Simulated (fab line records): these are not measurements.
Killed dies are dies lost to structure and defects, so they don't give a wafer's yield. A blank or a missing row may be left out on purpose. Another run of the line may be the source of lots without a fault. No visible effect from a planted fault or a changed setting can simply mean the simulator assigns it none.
Split-lot experiment ; flow sky130 ; 23 wafers read from 5 lots, route of 708 steps

THE SPLIT ITSELF
At SKY_METAL4_SPUTTER_00 (material Ti, target thk 15 nm, time 10 s), the setting timeS was moved away from the recipe's 10 s on 11 of the 23 wafers read, by -7.6% to +4.3%. All remaining wafers had this setting at the recipe value.

The split's own step is where the reading is taken.

THE READING
Ti_of_METAL4_SPUTTER_00.thkNm (the simulator's own value, which no gauge read), in nm, at SKY_METAL4_SPUTTER_00 (material Ti, target thk 15 nm, time 10 s). The file gives no usual value for it. Across the 12 wafers here that went through the recipe, the average is 14.96 nm and the standard deviation 0.31 nm.

wafer;tool, chamber at the split;timeS as run, s;against the recipe;Ti_of_METAL4_SPUTTER_00.thkNm, nm;against lot-mates on the recipe
L075.1;pvdSputter-02, -;9.243;-7.6%;14.17;-0.96
L075.2;pvdSputter-02, -;10;recipe;14.9;-
L075.3;pvdSputter-02, -;9.243;-7.6%;13.95;-1.18
L075.5;pvdSputter-02, -;10;recipe;15.36;-
L075.6;pvdSputter-02, -;9.243;-7.6%;13.7;-1.43
L076.2;pvdSputter-01, -;10.43;+4.3%;15.9;+0.76
L076.3;pvdSputter-01, -;10;recipe;15.08;-
L076.4;pvdSputter-01, -;10;recipe;15.17;-
L076.5;pvdSputter-01, -;10;recipe;15.18;-
L076.6;pvdSputter-01, -;10.43;+4.3%;15.79;+0.65
L079.3;pvdSputter-03, -;10;recipe;14.77;-
L079.5;pvdSputter-03, -;10;recipe;14.69;-
L079.6;pvdSputter-03, -;10;recipe;14.21;-
L082.1;pvdSputter-03, -;10;recipe;15.26;-
L082.2;pvdSputter-03, -;9.307;-6.9%;14.34;-0.87
L082.3;pvdSputter-03, -;9.307;-6.9%;14.15;-1.05
L082.4;pvdSputter-03, -;10;recipe;15.15;-
L082.5;pvdSputter-03, -;9.307;-6.9%;14.25;-0.96
L084.1;pvdSputter-02, -;9.391;-6.1%;13.99;-0.86
L084.6;pvdSputter-02, -;9.391;-6.1%;13.99;-0.86
L084.2;pvdSputter-02, -;10;recipe;14.68;-
L084.4;pvdSputter-02, -;9.391;-6.1%;14.27;-0.58
L084.5;pvdSputter-02, -;10;recipe;15.02;-

THE FIT
A straight line over all 23 wafers: Ti_of_METAL4_SPUTTER_00.thkNm changes by +0.139 nm for each +1% of timeS; r = +0.90; the points scatter about the line by 0.28 nm.
The same after taking each lot's own level away (the mean of its wafers on the recipe; 23 wafers): +0.147 nm for each +1%; r = +0.96; scatter 0.17 nm.
The reading moves by 1.1 nm for the largest change in timeS, on that fit.
From 14.557 to 15.205 nm: that is the span of the lots' own levels, equal to 2.1 times the standard deviation above.
The two slopes are in agreement: the lot-to-lot level therefore moves the slope only a little.
Check: for one of the wafers moved furthest among these (-7.6%), held out of the fit, the line's prediction against its lot-mates is -1.11 nm. Against them it came out at -0.96 nm.

OTHER SPLITS ON THESE WAFERS
Note: prior to the reading, these wafers also went through further splits. Each is held against what the fit with the lots' levels taken away leaves over:
other split on the same wafers;wafers away from the commonest value;r with Ti_of_METAL4_SPUTTER_00.thkNm (lot level and that fit taken away)
SKY_CAPM_SPUTTER_02 timeS;7;-0.14
SKY_CAPM_DEVELOP_11 developTimeS;9;-0.01
SKY_VIA3_HDPCVD_00 timeS;4;+0.12
SKY_VIA3_SPUTTER_20 powerW;6;+0.05

FILE'S OWN FIT
Ti_of_METAL4_SPUTTER_00.thkNm changes by +0.145 nm for each +1% of timeS, r = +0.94.
